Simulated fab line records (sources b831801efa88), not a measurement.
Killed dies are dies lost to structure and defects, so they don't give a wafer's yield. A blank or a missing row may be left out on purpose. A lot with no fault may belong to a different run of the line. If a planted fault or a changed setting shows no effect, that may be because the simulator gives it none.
fab line records -- flow sky130
record lots=6, wafers=18, last-day=50
route steps=708 shown CONTACT@418 METAL1@434 PAD_OPEN@708
lots that met no fault: from a run of the same line without faults
start-h: hours from the record's opening day to when the first of the lot's shown wafers began -- wait-h: hours since the lot's step before -- " repeats the value in the row above -- L1.1+2: a single row standing in for several wafers -- - either no value or no given start -- * or withheld: withheld -- < > ~ a bound
route shown NAME@n: NAME is a module with steps in the file, n the number in the route of the first one -- usual: average and standard deviation across the fault-free wafers -- same: alike in all rows -- chamber/n: place in a boat -- sites: readings site by site -- _std_site: their standard deviation -- _edge_site: the outer-site mean with the inner-site mean subtracted -- radius-mm: for every site, how far away it sits from the centre of the wafer -- mask NAME#n: copy n -- behind: the last tool/chamber to shape the wafer -- hold: the reason the lot was held/the length of the hold in hours/how it ended -- device: which transistor (n, p or np) failed to switch -- end of line: the same wafers' tests at the end of the route -- a step with no rows: only its recipe -- killed: dies lost to structure and defects at the first sort, not the wafer's yield -- map: shows each die of a wafer: x if killed, . if not, _ if none is there
set.NAME: the setting that was run; set.NAME@STEP: the one run at that earlier step -- model.NAME: the simulator's own value behind a step, which no gauge read
lots at selected steps of the route; one table per step, one row per wafer
services: when a tool's chamber went out of use (start-h, in hours from the record's first day, below 0 if earlier), for how many hours, and the reason
## steps
# step SKY_CONTACT_PEB_12
# recipe peb-temp-c=withheld, peb-time-s=withheld, resist=KrF-thick
# step SKY_CONTACT_DEVELOP_13
# recipe develop-time-s=60, resist=KrF-thick, dev-temp-c=21
# step SKY_CONTACT_CD_MEAS_14
# recipe target-cd-nm=170
# usual cd-nm=170.0/1.5
lot.wafer,tool,chamber,start-h,wait-h,cd-nm
L878.2,cd-sem-02,-,748.13,-,170.4
L878.3,cd-sem-02,-,748.13,-,169.4
L878.5,cd-sem-02,-,748.13,-,167.0
L882.1,cd-sem-01,-,787.70,-,168.9
L882.3,cd-sem-01,-,787.70,-,169.8
L882.5,cd-sem-01,-,787.70,-,168.6
L890.3,cd-sem-01,-,842.09,-,169.9
L890.5,cd-sem-01,-,842.09,-,169.9
L890.6,cd-sem-01,-,842.09,-,168.8
L892.1,cd-sem-01,-,854.91,-,169.5
L892.2,cd-sem-01,-,854.91,-,169.0
L892.4,cd-sem-01,-,854.91,-,169.3
L893.2,cd-sem-01,-,858.62,-,170.5
L893.3,cd-sem-01,-,858.62,-,170.0
L893.6,cd-sem-01,-,858.62,-,171.8
L898.1,cd-sem-01,-,899.60,-,169.7
L898.4,cd-sem-01,-,899.60,-,169.1
L898.5,cd-sem-01,-,899.60,-,168.7
# step SKY_CONTACT_OVL_MEAS_15
# usual CONTACT_OVL=2/5.5
lot.wafer,tool,chamber,start-h,wait-h,CONTACT_OVL[nm]
L878.2,overlay-02,-,748.23,0.1,0
L878.3,overlay-02,-,748.23,0.1,7
L878.5,overlay-02,-,748.23,0.1,5
L882.1,overlay-02,-,787.82,0.1,1
L882.3,overlay-02,-,787.82,0.1,7
L882.5,overlay-02,-,787.82,0.1,3
L890.3,overlay-02,-,842.18,0.1,-3
L890.5,overlay-02,-,842.18,0.1,-2
L890.6,overlay-02,-,842.18,0.1,-2
L892.1,overlay-01,-,855.03,0.1,0
L892.2,overlay-01,-,855.03,0.1,2
L892.4,overlay-01,-,855.03,0.1,-2
L893.2,overlay-01,-,858.73,0.1,1
L893.3,overlay-01,-,858.73,0.1,1
L893.6,overlay-01,-,858.73,0.1,5
L898.1,overlay-01,-,899.72,0.1,-1
L898.4,overlay-01,-,899.72,0.1,6
L898.5,overlay-01,-,899.72,0.1,9
# step SKY_CONTACT_ETCH_16
# recipe chemistry=N2/H2, target=BARC, ion-energy-ev=200, source-w=500, bias-w=100, pressure-mtorr=30, n2-flow-sccm=100, h2-flow-sccm=200, stop-on=SiO2, time-s=45.9, target-depth-a=600
# step SKY_CONTACT_ETCH_17
# recipe target=SiO2, chemistry=C4F8/O2/Ar, stop-on=Si3N4, mask-material=KrF-thick, source-w=1500, bias-w=1200, pressure-mtorr=40, c4f8-flow-sccm=withheld, O2_flow_sccm=6, Ar_flow_sccm=300, time-s=withheld, target-depth-a=3400
# usual oes-product-au=0.892/0.005
lot.wafer,tool,chamber,start-h,wait-h,oes-product-au
L878.2,rie-diel-03,3,748.31,0.0,0.897
L878.3,rie-diel-03,1,748.31,0.0,0.894
L878.5,rie-diel-03,3,748.31,0.0,0.880
L882.1,rie-diel-04,0,787.90,0.0,0.893
L882.3,rie-diel-04,1,787.90,0.0,0.885
L882.5,rie-diel-04,3,787.90,0.0,0.892
L890.3,rie-diel-02,1,842.25,0.0,0.891
L890.5,rie-diel-02,0,842.25,0.0,0.882
L890.6,rie-diel-02,1,842.25,0.0,0.890
L892.1,rie-diel-02,2,855.10,0.0,0.896
L892.2,rie-diel-02,3,855.10,0.0,0.891
L892.4,rie-diel-02,1,855.10,0.0,0.896
L893.2,rie-diel-03,0,858.80,0.0,0.899
L893.3,rie-diel-03,1,858.80,0.0,0.899
L893.6,rie-diel-03,3,858.80,0.0,0.900
L898.1,rie-diel-03,1,899.80,0.0,0.885
L898.4,rie-diel-03,0,899.80,0.0,0.892
L898.5,rie-diel-03,0,899.80,0.0,0.888
# step SKY_CONTACT_ETCH_18
# recipe target=Si3N4, chemistry=CHF3/O2, stop-on=TiN, source-w=600, bias-w=200, pressure-mtorr=40, chf3-flow-sccm=50, O2_flow_sccm=5, time-s=39, target-depth-a=750
# usual drypump-motor-current-A=5.8/0.5, oes-product-au=0.854/0.0078, throttle-valve-pct=8.793/0.0091
lot.wafer,tool,chamber,start-h,wait-h,drypump-motor-current-A,oes-product-au,rf-hours-counter-h,throttle-valve-pct
L878.2,rie-diel-03,3,-,-,6.2,0.852,43,8.790
L878.3,rie-diel-03,1,-,-,4.9,0.847,20,8.784
L878.5,rie-diel-03,3,-,-,6.1,0.858,-,8.796
L882.1,rie-diel-04,0,-,-,6.3,0.858,30,8.768
L882.3,rie-diel-04,1,-,-,6.6,0.851,5,8.795
L882.5,rie-diel-04,3,-,-,5.3,0.853,-,8.775
L890.3,rie-diel-02,1,-,-,5.6,0.834,8,8.788
L890.5,rie-diel-02,0,-,-,5.9,0.867,-,8.792
L890.6,rie-diel-02,1,-,-,5.6,0.857,-,8.789
L892.1,rie-diel-02,2,-,-,5.5,0.840,20,8.780
L892.2,rie-diel-02,3,-,-,6.0,0.844,10,8.788
L892.4,rie-diel-02,1,-,-,5.6,0.851,8,8.791
L893.2,rie-diel-03,0,-,-,5.9,0.850,17,8.785
L893.3,rie-diel-03,1,-,-,5.0,0.860,23,8.790
L893.6,rie-diel-03,3,-,-,6.2,0.853,-,8.793
L898.1,rie-diel-03,1,-,-,4.9,0.844,25,8.800
L898.4,rie-diel-03,0,-,-,5.9,0.864,18,8.796
L898.5,rie-diel-03,0,-,-,5.9,0.864,-,8.800
# step SKY_CONTACT_STRIP_19
# recipe chemistry=O2/N2, power-w=1400, pressure-mtorr=1500, platen-temp-c=withheld, o2-flow-sccm=3000, n2-flow-sccm=300, overash-fraction=0.5
# usual drypump-motor-current-A=5.8/0.33, oes-product-au=0.381/0.0048, strip-time-to-endpoint-s=3.619/0.028
lot.wafer,tool,chamber,start-h,wait-h,drypump-motor-current-A,oes-product-au,rf-hours-counter-h,strip-time-to-endpoint-s
L878.2,plasma-asher-04,1,748.40,-,5.9,0.385,32,3.672
L878.3,plasma-asher-04,0,748.40,-,5.6,0.379,-,3.629
L878.5,plasma-asher-04,0,748.40,-,5.6,0.392,-,3.668
L882.1,plasma-asher-03,0,787.99,-,5.1,0.383,4,3.632
L882.3,plasma-asher-03,0,787.99,-,5.1,0.381,-,3.612
L882.5,plasma-asher-03,0,787.99,-,5.1,0.385,-,3.595
L890.3,plasma-asher-03,0,842.37,-,5.1,0.389,-,3.624
L890.5,plasma-asher-03,1,842.37,-,6.0,0.380,-,3.644
L890.6,plasma-asher-03,0,842.37,-,5.1,0.380,-,3.626
L892.1,plasma-asher-01,1,855.20,-,5.6,0.380,103,3.577
L892.2,plasma-asher-01,0,855.20,-,6.3,0.382,103,3.654
L892.4,plasma-asher-01,0,855.20,-,6.3,0.380,-,3.667
L893.2,plasma-asher-04,0,858.89,-,5.6,0.376,43,3.631
L893.3,plasma-asher-04,0,858.89,-,5.7,0.378,-,3.606
L893.6,plasma-asher-04,0,858.89,-,5.6,0.383,-,3.649
L898.1,plasma-asher-04,1,899.89,-,5.9,0.381,47,3.597
L898.4,plasma-asher-04,1,899.89,-,5.9,0.378,-,3.654
L898.5,plasma-asher-04,0,899.89,-,5.6,0.380,-,3.648
# step SKY_CONTACT_STRIP_20
# recipe chemistry=post-etch-residue-remover, time-s=1200, temp-c=72.5
# step SKY_CONTACT_CLEAN_21
# recipe chemistry=IPA, time-s=180, temp-c=25
# step SKY_CONTACT_CLEAN_22
# recipe chemistry=O3/DIW, dry=n2-spin
# step SKY_CONTACT_SPUTTER_23
# recipe material=TiN, target-thk-nm=20, chamber-pressure-pa=5, power-w=4000, time-s=80
# usual throttle-valve-pct=29.8/0.87
lot.wafer,tool,chamber,start-h,wait-h,throttle-valve-pct
L878.2,pvd-sputter-03,-,748.99,0.0,29.0
L878.3,pvd-sputter-03,-,748.99,0.0,28.3
L878.5,pvd-sputter-03,-,748.99,0.0,29.0
L882.1,pvd-sputter-02,-,788.67,0.0,29.8
L882.3,pvd-sputter-02,-,788.67,0.0,29.0
L882.5,pvd-sputter-02,-,788.67,0.0,30.0
L890.3,pvd-sputter-04,-,843.00,0.0,29.7
L890.5,pvd-sputter-04,-,843.00,0.0,29.7
L890.6,pvd-sputter-04,-,843.00,0.0,29.6
L892.1,pvd-sputter-02,-,855.83,0.0,28.8
L892.2,pvd-sputter-02,-,855.83,0.0,30.1
L892.4,pvd-sputter-02,-,855.83,0.0,28.8
L893.2,pvd-sputter-04,-,859.54,0.0,29.7
L893.3,pvd-sputter-04,-,859.54,0.0,31.7
L893.6,pvd-sputter-04,-,859.54,0.0,29.9
L898.1,pvd-sputter-02,-,900.48,0.0,30.3
L898.4,pvd-sputter-02,-,900.48,0.0,28.4
L898.5,pvd-sputter-02,-,900.48,0.0,30.3
# step SKY_CONTACT_CVD_24
# recipe material=W, target-thk-nm=340, time-s=102.12, temp-c=400, pressure-torr=40
# usual heater-power-w=808/110, susceptor-temp-C=400.03/0.25
lot.wafer,tool,chamber,start-h,wait-h,heater-power-w,susceptor-temp-C,model.W_of_CONTACT_CVD_24.thk-nm
L878.2,cvd-w-02,1,749.05,0.0,681,400.18,337.3
L878.3,cvd-w-02,0,749.05,0.0,779,400.07,341.8
L878.5,cvd-w-02,1,749.05,0.0,668,399.91,337.3
L882.1,cvd-w-01,0,788.73,0.0,858,400.43,335.4
L882.3,cvd-w-01,0,788.73,0.0,842,399.97,337.7
L882.5,cvd-w-01,1,788.73,0.0,934,399.95,338.5
L890.3,cvd-w-02,1,843.09,0.1,675,399.83,200.8
L890.5,cvd-w-02,1,843.09,0.1,662,399.87,200.8
L890.6,cvd-w-02,0,843.09,0.1,776,400.16,342.1
L892.1,cvd-w-01,1,855.89,0.0,952,400.12,335.1
L892.2,cvd-w-01,0,855.89,0.0,839,400.05,336
L892.4,cvd-w-01,1,855.89,0.0,937,400.05,346.3
L893.2,cvd-w-02,0,859.60,0.0,779,399.69,336.2
L893.3,cvd-w-02,1,859.60,0.0,662,399.88,196.9
L893.6,cvd-w-02,0,859.60,0.0,782,400.02,338.3
L898.1,cvd-w-01,0,900.54,0.0,838,399.77,332.8
L898.4,cvd-w-01,0,900.54,0.0,857,399.83,334.8
L898.5,cvd-w-01,1,900.54,0.0,962,399.87,339.7
# step SKY_CONTACT_RS_MEAS_25
# recipe thk-meas-gauge=four-point-probe, reads=W_of_CONTACT_CVD_24+TiN_of_CONTACT_SPUTTER_23
# usual CONTACT_W_RS=0.339/0.0039
lot.wafer,tool,chamber,start-h,wait-h,CONTACT_W_RS[ohm/sq]
L878.2,film-metro-02,-,749.18,0.1,0.341
L878.3,film-metro-02,-,749.18,0.1,0.337
L878.5,film-metro-02,-,749.18,0.1,0.341
L882.1,film-metro-01,-,788.84,0.1,0.342
L882.3,film-metro-01,-,788.84,0.1,0.340
L882.5,film-metro-01,-,788.84,0.1,0.339
L890.3,film-metro-04,-,843.21,0.1,0.577
L890.5,film-metro-04,-,843.21,0.1,0.576
L890.6,film-metro-04,-,843.21,0.1,0.336
L892.1,film-metro-02,-,856.00,0.1,0.343
L892.2,film-metro-02,-,856.00,0.1,0.343
L892.4,film-metro-02,-,856.00,0.1,0.332
L893.2,film-metro-02,-,859.73,0.1,0.343
L893.3,film-metro-02,-,859.73,0.1,0.589
L893.6,film-metro-02,-,859.73,0.1,0.340
L898.1,film-metro-04,-,900.65,0.1,0.345
L898.4,film-metro-04,-,900.65,0.1,0.343
L898.5,film-metro-04,-,900.65,0.1,0.338
# step SKY_CONTACT_THK_MEAS_26
# recipe thk-meas-gauge=xrf, reads=W_of_CONTACT_CVD_24
# usual CONTACT_W_THK=329/4
lot.wafer,tool,chamber,start-h,wait-h,CONTACT_W_THK[nm]
L878.2,film-metro-02,-,749.29,0.1,326
L878.3,film-metro-02,-,749.29,0.1,330
L878.5,film-metro-02,-,749.29,0.1,326
L882.1,film-metro-01,-,788.96,0.1,328
L882.3,film-metro-01,-,788.96,0.1,328
L882.5,film-metro-01,-,788.96,0.1,333
L890.3,film-metro-04,-,843.31,0.1,198
L890.5,film-metro-04,-,843.31,0.1,198
L890.6,film-metro-04,-,843.31,0.1,334
L892.1,film-metro-02,-,856.12,0.1,327
L892.2,film-metro-02,-,856.12,0.1,328
L892.4,film-metro-02,-,856.12,0.1,338
L893.2,film-metro-02,-,859.84,0.1,328
L893.3,film-metro-02,-,859.84,0.1,193
L893.6,film-metro-02,-,859.84,0.1,330
L898.1,film-metro-04,-,900.77,0.1,324
L898.4,film-metro-04,-,900.77,0.1,326
L898.5,film-metro-04,-,900.77,0.1,332
# step SKY_CONTACT_CMP_27
# recipe stop-on=SiO2, t-overpolish-s=15, down-force-psi=3.5, platen-rpm=60, target-thk-nm=0, pad-velocity-m-s=0.94248
# usual motor-current-A=10.4/1.1, time-to-endpoint-s=83/4.1
lot.wafer,tool,chamber,start-h,wait-h,motor-current-A,time-to-endpoint-s
L878.3,cmp-01,1,749.34,0.0,10.2,86
L878.2,cmp-01,3,749.34,0.0,10.0,82
L878.5,cmp-01,2,749.34,0.0,10.3,89
L882.1,cmp-02,2,789.34,0.4,9.1,78
L882.3,cmp-02,0,789.34,0.4,11.8,75
L882.5,cmp-02,2,789.34,0.4,10.1,76
L890.3,cmp-01,1,843.40,0.1,9.5,51
L890.5,cmp-01,0,843.40,0.1,10.3,50
L890.6,cmp-01,1,843.40,0.1,10.1,81
L892.1,cmp-02,3,856.18,0.1,8.5,88
L892.4,cmp-02,0,856.18,0.1,12.1,84
L892.2,cmp-02,1,856.18,0.1,12.2,87
L893.3,cmp-02,2,859.89,0.0,9.9,49
L893.2,cmp-02,0,859.89,0.0,12.1,76
L893.6,cmp-02,3,859.89,0.0,9.7,89
L898.4,cmp-01,3,900.83,0.0,9.9,79
L898.1,cmp-01,0,900.83,0.0,10.4,82
L898.5,cmp-01,3,900.83,0.0,9.6,79
# step SKY_METAL1_SPUTTER_00
# recipe material=Ti, target-thk-nm=15, power-w=3000, time-s=10, chamber-pressure-pa=0.4
# usual throttle-valve-pct=29.4/1.1
lot.wafer,tool,chamber,start-h,wait-h,throttle-valve-pct
L878.2,pvd-sputter-01,-,749.64,0.1,30.1
L878.3,pvd-sputter-01,-,749.64,0.1,29.1
L878.5,pvd-sputter-01,-,749.64,0.1,29.1
L882.1,pvd-sputter-03,-,789.59,0.2,32.1
L882.3,pvd-sputter-03,-,789.59,0.2,28.5
L882.5,pvd-sputter-03,-,789.59,0.2,29.1
L890.3,pvd-sputter-02,-,843.65,0.2,30.2
L890.5,pvd-sputter-02,-,843.65,0.2,30.2
L890.6,pvd-sputter-02,-,843.65,0.2,28.4
L892.1,pvd-sputter-03,-,856.48,0.2,31.8
L892.2,pvd-sputter-03,-,856.48,0.2,29.0
L892.4,pvd-sputter-03,-,856.48,0.2,28.6
L893.2,pvd-sputter-01,-,860.19,0.1,30.4
L893.3,pvd-sputter-01,-,860.19,0.1,30.2
L893.6,pvd-sputter-01,-,860.19,0.1,28.2
L898.1,pvd-sputter-03,-,901.13,0.2,29.0
L898.4,pvd-sputter-03,-,901.13,0.2,31.8
L898.5,pvd-sputter-03,-,901.13,0.2,28.4
# step SKY_PAD_OPEN_PROBE_99
# usual killed_at_M0_to_M3=43/7.9, killed_at_M4_up=2.9/1.8, killed-at-contacts=24/5.5, killed-at-front-end=15/4.2, killed-at-other=0.2/0.46, killed-dies=86/11, killed-open=47/8.1, killed-short=39/6.4
# same gross-dies=492, killed-at-back-side=0
lot.wafer,tool,chamber,start-h,wait-h,killed_at_M0_to_M3,killed_at_M4_up,killed-at-contacts,killed-at-front-end,killed-at-other,killed-dies,killed-open,killed-short
L878.2,prober-02,-,1089.05,0.1,46,4,28,14,0,92,58,34
L878.3,prober-02,-,1089.10,0.2,36,0,32,17,0,85,53,32
L878.5,prober-02,-,1089.20,0.2,54,6,20,11,0,91,42,48
L882.1,prober-02,-,1118.26,0.1,54,7,27,13,0,101,48,53
L882.3,prober-02,-,1118.36,0.2,46,0,25,19,0,90,51,39
L882.5,prober-02,-,1118.46,0.2,48,4,21,19,0,92,52,40
L890.3,prober-02,-,1160.87,0.2,39,3,26,11,0,79,45,34
L890.5,prober-02,-,1160.97,0.2,39,2,18,19,1,79,42,37
L890.6,prober-02,-,1161.02,0.2,32,1,21,6,0,60,33,27
L892.1,prober-02,-,1168.88,0.1,51,1,22,17,1,92,50,42
L892.2,prober-02,-,1168.93,0.1,56,7,18,17,0,98,48,50
L892.4,prober-02,-,1169.03,0.2,52,4,22,12,0,90,49,41
L893.2,prober-01,-,1169.93,0.1,36,2,33,13,1,85,44,41
L893.3,prober-01,-,1169.98,0.2,49,3,25,21,0,98,51,47
L893.6,prober-01,-,1170.13,0.2,40,3,28,15,0,86,42,44
L898.1,prober-02,-,1195.03,0.1,32,6,24,14,0,76,43,33
L898.4,prober-02,-,1195.18,0.2,36,6,26,18,0,86,60,26
L898.5,prober-02,-,1195.23,0.2,33,3,25,29,0,90,57,33
# killed by level:class
L878.2 VIA1:geometric-particle:open=18 CONTACT:geometric-particle:open=11 VIA3:geometric-particle:open=8 CONTACT:geometric-particle:short=7 LI_CONTACT:geometric-particle:open=6 VIA3:geometric-particle:short=5 FIELD_ISO:geometric-particle:short=4 FIELD_ISO:geometric-particle:open=4
L878.3 CONTACT:geometric-particle:open=13 VIA1:geometric-particle:open=12 LI_CONTACT:geometric-particle:open=7 POLY_GATE:geometric-particle:open=6 CONTACT:geometric-particle:short=6 VIA3:geometric-particle:open=6 SPACER:geometric-particle:short=4 METAL2:geometric-particle:short=4
L878.5 METAL1:geometric-particle:short=9 METAL2:geometric-particle:short=9 CONTACT:geometric-particle:open=8 VIA1:geometric-particle:open=8 VIA3:geometric-particle:open=7 CONTACT:geometric-particle:short=6 POLY_GATE:geometric-particle:open=5 VIA3:geometric-particle:short=5
L882.1 VIA1:geometric-particle:open=13 VIA3:geometric-particle:open=10 VIA1:geometric-particle:short=9 CONTACT:geometric-particle:open=7 POLY_GATE:geometric-particle:short=6 LI_CONTACT:geometric-particle:open=6 CONTACT:geometric-particle:short=6 METAL4:geometric-particle:short=6
L882.3 VIA1:geometric-particle:open=14 LI_CONTACT:geometric-particle:open=8 CONTACT:geometric-particle:open=8 POLY_GATE:geometric-particle:short=7 POLY_GATE:geometric-particle:open=7 VIA3:geometric-particle:short=6 METAL1:geometric-particle:short=5 METAL2:geometric-particle:short=5
L882.5 VIA1:geometric-particle:open=13 LI_CONTACT:geometric-particle:open=10 VIA3:geometric-particle:open=7 VIA2:geometric-particle:open=7 FIELD_ISO:geometric-particle:short=5 METAL1:geometric-particle:short=5 VIA1:geometric-particle:short=5 FIELD_ISO:geometric-particle:open=4
L890.3 CONTACT:geometric-particle:open=11 VIA1:geometric-particle:open=6 METAL2:geometric-particle:open=6 METAL2:geometric-particle:short=6 VIA3:geometric-particle:open=5 LI_CONTACT:geometric-particle:open=5 LOCAL_INTERCONNECT:geometric-particle:short=5 VIA3:geometric-particle:short=5
L890.5 VIA1:geometric-particle:open=11 LI_CONTACT:geometric-particle:open=7 CONTACT:geometric-particle:open=6 FIELD_ISO:geometric-particle:open=5 POLY_GATE:geometric-particle:short=5 METAL2:geometric-particle:short=5 VIA3:geometric-particle:open=5 POLY_GATE:geometric-particle:open=4
L890.6 CONTACT:geometric-particle:open=11 VIA1:geometric-particle:open=7 VIA2:geometric-particle:open=5 FIELD_ISO:geometric-particle:short=4 CONTACT:geometric-particle:short=4 VIA3:geometric-particle:open=4 VIA3:geometric-particle:short=4 LI_CONTACT:geometric-particle:open=3
L892.1 VIA2:geometric-particle:open=10 VIA1:geometric-particle:open=9 CONTACT:geometric-particle:open=7 CONTACT:geometric-particle:short=6 VIA3:geometric-particle:open=6 POLY_GATE:geometric-particle:short=5 VIA2:geometric-particle:short=5 FIELD_ISO:geometric-particle:open=4
L892.2 VIA1:geometric-particle:short=11 VIA1:geometric-particle:open=10 METAL1:geometric-particle:short=9 VIA3:geometric-particle:open=7 POLY_GATE:geometric-particle:open=7 CONTACT:geometric-particle:open=7 METAL4:geometric-particle:short=6 VIA2:geometric-particle:open=6
L892.4 VIA1:geometric-particle:open=14 METAL1:geometric-particle:short=8 VIA2:geometric-particle:open=7 VIA3:geometric-particle:open=6 LI_CONTACT:geometric-particle:open=6 CONTACT:geometric-particle:open=6 VIA2:geometric-particle:short=5 FIELD_ISO:geometric-particle:short=4
L893.2 CONTACT:geometric-particle:short=9 CONTACT:geometric-particle:open=9 LI_CONTACT:geometric-particle:open=8 VIA2:geometric-particle:open=8 METAL2:geometric-particle:short=7 VIA1:geometric-particle:open=7 VIA1:geometric-particle:short=5 SPACER:geometric-particle:open=4
L893.3 LI_CONTACT:geometric-particle:open=9 VIA1:geometric-particle:short=9 METAL2:geometric-particle:short=9 CONTACT:geometric-particle:open=8 POLY_GATE:geometric-particle:open=6 VIA1:geometric-particle:open=6 VIA3:geometric-particle:open=6 FIELD_ISO:geometric-particle:short=5
L893.6 CONTACT:geometric-particle:short=9 VIA1:geometric-particle:open=8 LI_CONTACT:geometric-particle:open=7 CONTACT:geometric-particle:open=7 VIA2:geometric-particle:short=6 POLY_GATE:geometric-particle:short=5 FIELD_ISO:geometric-particle:short=4 LI_CONTACT:geometric-particle:short=4
L898.1 VIA1:geometric-particle:open=11 LI_CONTACT:geometric-particle:open=9 METAL1:geometric-particle:short=7 CONTACT:geometric-particle:open=5 LI_CONTACT:geometric-particle:short=5 METAL4:geometric-particle:short=4 FIELD_ISO:geometric-particle:short=3 POLY_GATE:geometric-particle:open=3
L898.4 CONTACT:geometric-particle:open=11 VIA1:geometric-particle:open=11 LI_CONTACT:geometric-particle:open=7 VIA2:geometric-particle:open=6 VIA3:geometric-particle:open=6 FIELD_ISO:geometric-particle:open=4 SPACER:geometric-particle:open=4 LOCAL_INTERCONNECT:geometric-particle:short=4
L898.5 LI_CONTACT:geometric-particle:open=10 CONTACT:geometric-particle:open=9 POLY_GATE:geometric-particle:open=7 VIA2:geometric-particle:open=6 VIA3:geometric-particle:open=6 FIELD_ISO:geometric-particle:short=5 POLY_GATE:geometric-particle:short=5 VIA1:geometric-particle:open=5
## services
tool,chamber,start-h,hours,kind
cvd-w-01,-,728.21,14.6,pm
plasma-asher-03,-,733.75,9.0,pm
rie-diel-02,1,734.95,9.5,repair
rie-diel-04,2,736.31,8.8,repair
rie-diel-03,1,739.69,4.9,repair
cmp-01,-,744.00,4.0,pm
pvd-sputter-01,-,747.25,1.6,repair
pvd-sputter-02,-,747.59,4.1,repair
cmp-01,-,750.27,3.1,repair
cvd-w-01,-,756.08,0.8,repair
cvd-w-02,-,758.53,0.7,repair
cvd-w-01,0,761.35,7.5,repair
cmp-01,-,784.90,1.9,repair
pvd-sputter-04,-,793.10,5.7,repair
rie-diel-04,0,793.97,5.3,repair
cmp-01,-,826.16,7.2,pm
plasma-asher-04,-,830.09,0.3,repair
rie-diel-04,-,834.47,0.9,repair
pvd-sputter-01,-,836.52,16.7,repair
pvd-sputter-04,-,857.26,1.2,repair
pvd-sputter-02,-,860.26,2.4,repair
rie-diel-02,1,868.69,4.5,repair
rie-diel-02,-,892.52,16.9,repair
cmp-02,-,897.99,7.2,pm
## key
first-sign step=SKY_CONTACT_RS_MEAS_25, reading=CONTACT_W_RS, direction=up, sigmas=63, usual=0.339, struck=0.581
effect step=SKY_CONTACT_THK_MEAS_26, reading=CONTACT_W_THK, direction=down, sigmas=33, usual=329, struck=196
effect step=SKY_CONTACT_CMP_27, reading=time-to-endpoint-s, direction=down, sigmas=8, usual=*, struck=*
model-effect step=SKY_CONTACT_CVD_24, value=W_of_CONTACT_CVD_24.thk-nm, without=342, struck=199.5
met-at SKY_CONTACT_CVD_24
struck-wafers L890.3,L890.5,L893.3
tester-left-out L890,L893
onset-between 749.05 843.09
fault kind=process-parameter-drift, tool=cvd-w-02, chamber=1, onset-h=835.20, steps=SKY_CONTACT_CVD_24, channel=target-thk-nm, offset=-142.54, shape=step, end-h=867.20, acts-in=these-recipes-only, stated=340
# tester-left-out: of these lots the tester's yield and bins aren't shown, on N5 and GAA mostly nor the transistor test; their killed dies are dies lost to structure and defects alone, not to doping, threshold or leakage, so they don't give the yield
